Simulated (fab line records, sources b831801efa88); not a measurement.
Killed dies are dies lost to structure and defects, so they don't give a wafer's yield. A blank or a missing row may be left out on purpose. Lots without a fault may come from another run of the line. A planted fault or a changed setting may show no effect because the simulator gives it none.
A struck lot beside a sound one | flow sky130 | 44 steps out of a route of 708
Sound: wafers L535.4, L535.5, L535.6. Struck: wafers L538.3, L538.5. (L538.2 of the same lot was not struck and is left out.) The cause comes at the end.
At each step with rows: each side's tool, then ch and its chambers, then its first start. Under that, the readings that differ: sound wafers | struck wafers | difference of the means | sigmas: that difference in standard deviations of wafers without a fault.
alike: readings whose means differ by less than 2 such deviations, and words and numbers that are the same on both sides. not compared: withheld readings, readings that some wafer has no value for, bounds like >300 that may hide the same value, and numbers for which the record gives no deviation and whose values overlap.
The two part at a step that has a row with sigmas, a row that says differs or no value, or rows on one side only. Numbers that don't overlap but have no deviation are shown without sigmas and don't part them. A reading that every wafer of one side lacks parts them only if that side has two wafers or more.

SKY_VIA2_SPUTTER_20: material TiN, target thk 20 nm, time 80 s.
  sound on pvd_sputter-02, day 39 07:17; struck on pvd_sputter-02, day 40 08:07
  alike: throttle_valve_pct
then, 1 step without rows for these wafers: SKY_VIA2_CVD_21 (deposits W, target thk 420 nm, time 126.4 s).
SKY_VIA2_RS_MEAS_22: measures by four-point-probe.
  sound on film_metro-03, day 39 07:32; struck on film_metro-03, day 40 08:19
  alike: VIA2_W_RS
SKY_VIA2_THK_MEAS_23: measures by xrf.
  sound on film_metro-03, day 39 07:38; struck on film_metro-03, day 40 08:26
  alike: VIA2_W_THK
SKY_VIA2_CMP_24: polishes, stops on SiO2, t overpolish 20 s, target thk 0 nm.
  sound on cmp-02 ch 2,3, day 39 07:40; struck on cmp-01 ch 0, day 40 08:29
  alike: motor_current_A, overpolish_run_s, retaining_ring_pressure_frac, time_to_endpoint_s
then, 6 steps without rows for these wafers: SKY_METAL3_SPUTTER_00 (material Ti, target thk 15 nm, time 10 s); SKY_METAL3_SPUTTER_01 (material TiN, target thk 20 nm, time 16.7 s); SKY_METAL3_SPUTTER_02 (material AlCu, target thk 735 nm, time 39.1 s); SKY_METAL3_SPUTTER_03 (material Ti, target thk 5 nm, time 3.3 s); SKY_METAL3_SPUTTER_04 (material TiN, target thk 70 nm, time 58.3 s); SKY_CAPM_CVD_00 (deposits SiO2, target thk 15.5 nm).
SKY_CAPM_THK_MEAS_01:
  sound on film_metro-01, day 39 08:11; struck on film_metro-03, day 40 08:58
  alike: CAPM_CVD_00_THK
SKY_CAPM_SPUTTER_02: material TiN, target thk 200 nm, time 166.7 s.
  sound on pvd_sputter-02, day 39 08:13; struck on pvd_sputter-04, day 40 09:01
  reading                                  | sound             | struck    | difference | sigmas
  model.TiN_of_CAPM_SPUTTER_02.thk_nm (nm) | 198.7 196.8 202.4 | 212.8 213 | +13.6      |
  alike: throttle_valve_pct
SKY_CAPM_RS_MEAS_03: measures by four-point-probe.
  sound on film_metro-02, day 39 08:23; struck on film_metro-02, day 40 09:09
  reading              | sound          | struck    | difference | sigmas
  CAPM_TIN_RS (ohm/sq) | 6.95 7.02 6.83 | 6.48 6.48 | -0.45      | -4
SKY_CAPM_THK_MEAS_04: measures by xrf.
  sound on film_metro-02, day 39 08:29; struck on film_metro-02, day 40 09:16
  reading           | sound       | struck  | difference | sigmas
  CAPM_TIN_THK (nm) | 200 198 203 | 215 214 | +14        | +4
then, 7 steps without rows for these wafers: SKY_CAPM_DEHYDRATE_05 (time 60 s); SKY_CAPM_HMDS_06 (prime time 60 s); SKY_CAPM_COAT_07 (resist thk 1140 nm); SKY_CAPM_SOFTBAKE_08 (time 60 s); SKY_CAPM_EXPOSE_09 (exposes mask CAPM, target cd 1000 nm); SKY_CAPM_PEB_10; SKY_CAPM_DEVELOP_11 (develop time 60 s).
SKY_CAPM_OVL_MEAS_12:
  sound on overlay-02, day 40 09:47; struck on overlay-01, day 41 09:07
  alike: CAPM_OVL
SKY_CAPM_METAL_ETCH_13: etches TiN in Cl2/BCl3, stops on SiO2, target depth 220 nm, time 62.9 s.
  sound on rie_metal-03 ch 0,1, day 40 09:49; struck on rie_metal-03 ch 0,1, day 41 09:09
  reading                | sound                | struck        | difference | sigmas
  oes_product_au (a.u.)  | 0.936 0.934 0.947    | 0.971 0.972   | +0.032     | +3
  throttle_valve_pct (%) | 21.896 21.907 21.897 | 21.883 21.881 | -0.018     | -2
  alike: drypump_motor_current_A
  not compared: rf_hours_counter_h
SKY_CAPM_STRIP_14: strips in O2/N2.
  sound on plasma_asher-03 ch 0,1, day 40 09:55; struck on plasma_asher-02 ch 0, day 41 09:13
  reading                     | sound       | struck  | difference | sigmas
  drypump_motor_current_A (A) | 6.1 6.1 6.1 | 5.3 5.2 | -0.8       | -2
  alike: o2_flow_sccm, oes_product_au, strip_time_to_endpoint_s
  not compared: rf_hours_counter_h
then, 11 steps without rows for these wafers: SKY_CAPM_STRIP_15 (strips in post etch residue remover, time 1200 s); SKY_CAPM_CLEAN_16 (cleans in IPA, time 180 s); SKY_CAPM_CLEAN_17 (cleans in O3/DIW); SKY_METAL3_DEHYDRATE_05 (time 60 s); SKY_METAL3_HMDS_06 (prime time 60 s); SKY_METAL3_COAT_07 (resist thk 60 nm); SKY_METAL3_COAT_08 (resist thk 1140 nm); SKY_METAL3_SOFTBAKE_09 (time 90 s); SKY_METAL3_EXPOSE_10 (exposes mask MM3, target cd 300 nm); SKY_METAL3_PEB_11; SKY_METAL3_DEVELOP_12 (develop time 60 s).
SKY_METAL3_CD_MEAS_13: target cd 300 nm.
  sound on cd_sem-02, day 41 11:11; struck on cd_sem-02, day 42 09:32
  alike: cd_nm
SKY_METAL3_OVL_MEAS_14:
  sound on overlay-01, day 41 11:16; struck on overlay-01, day 42 09:38
  reading         | sound  | struck | difference | sigmas
  METAL3_OVL (nm) | 8 16 9 | -7 -8  | -18        | -3
then, 1 step without rows for these wafers: SKY_METAL3_DESCUM_15 (chemistry O2, time 8 s).
SKY_METAL3_ETCH_16: etches BARC in N2/H2, stops on SiO2, time 88.2 s, target depth 60 nm.
  sound on rie_metal-03 ch 0,1, day 41 11:20; struck on rie_metal-01 ch 0, day 42 09:42
  alike: drypump_motor_current_A, oes_product_au, throttle_valve_pct
  not compared: rf_hours_counter_h
then, 1 step without rows for these wafers: SKY_METAL3_ETCH_17 (etches SiO2 in C4F8/O2/Ar, stops on TiN, time 3.9 s, target depth 15 nm).
SKY_METAL3_METAL_ETCH_18: etches the open film in Cl2/BCl3, stops on SiO2, target depth 845 nm, time 183.1 s.
  sound on rie_metal-01 ch 0,1, day 41 11:29; struck on rie_metal-03 ch 0,1, day 42 09:49
  alike: drypump_motor_current_A, oes_product_au, throttle_valve_pct
  not compared: rf_hours_counter_h
SKY_METAL3_STRIP_20: strips in post etch residue remover, time 1200 s.
  sound on wet_bench-04 ch 3, day 41 11:42; struck on wet_bench-02 ch 3, day 42 10:05
  reading                                  | sound           | struck      | difference | sigmas
  model.TiN_of_CAPM_SPUTTER_02.thk_nm (nm) | 197.9 196 201.5 | 211.9 212.2 | +13.6      |
  alike: bath_guard_temp_C
-- the record jumps here: 7 days lie between the struck wafers' starts before and after (it left off in module METAL3 and takes up again in module PAD_OPEN, whose first step shown is number 708 of the route) --
SKY_PAD_OPEN_PROBE_99:
  sound on prober-01, day 48 10:21; struck on prober-01, day 49 03:47
  reading                          | sound             | struck     | difference | sigmas
  model.etest.cap_mim.plate_ohm_sq | 6.078 6.066 6.005 | 5.646 5.66 | -0.397     |

WHERE THEY PART
First at SKY_CAPM_RS_MEAS_03; last, within this record, at SKY_METAL3_OVL_MEAS_14. Later steps at which nothing parts them and some readings are alike: SKY_METAL3_ETCH_16, SKY_METAL3_METAL_ETCH_18, SKY_METAL3_STRIP_20.

WHY: what the simulator had put in
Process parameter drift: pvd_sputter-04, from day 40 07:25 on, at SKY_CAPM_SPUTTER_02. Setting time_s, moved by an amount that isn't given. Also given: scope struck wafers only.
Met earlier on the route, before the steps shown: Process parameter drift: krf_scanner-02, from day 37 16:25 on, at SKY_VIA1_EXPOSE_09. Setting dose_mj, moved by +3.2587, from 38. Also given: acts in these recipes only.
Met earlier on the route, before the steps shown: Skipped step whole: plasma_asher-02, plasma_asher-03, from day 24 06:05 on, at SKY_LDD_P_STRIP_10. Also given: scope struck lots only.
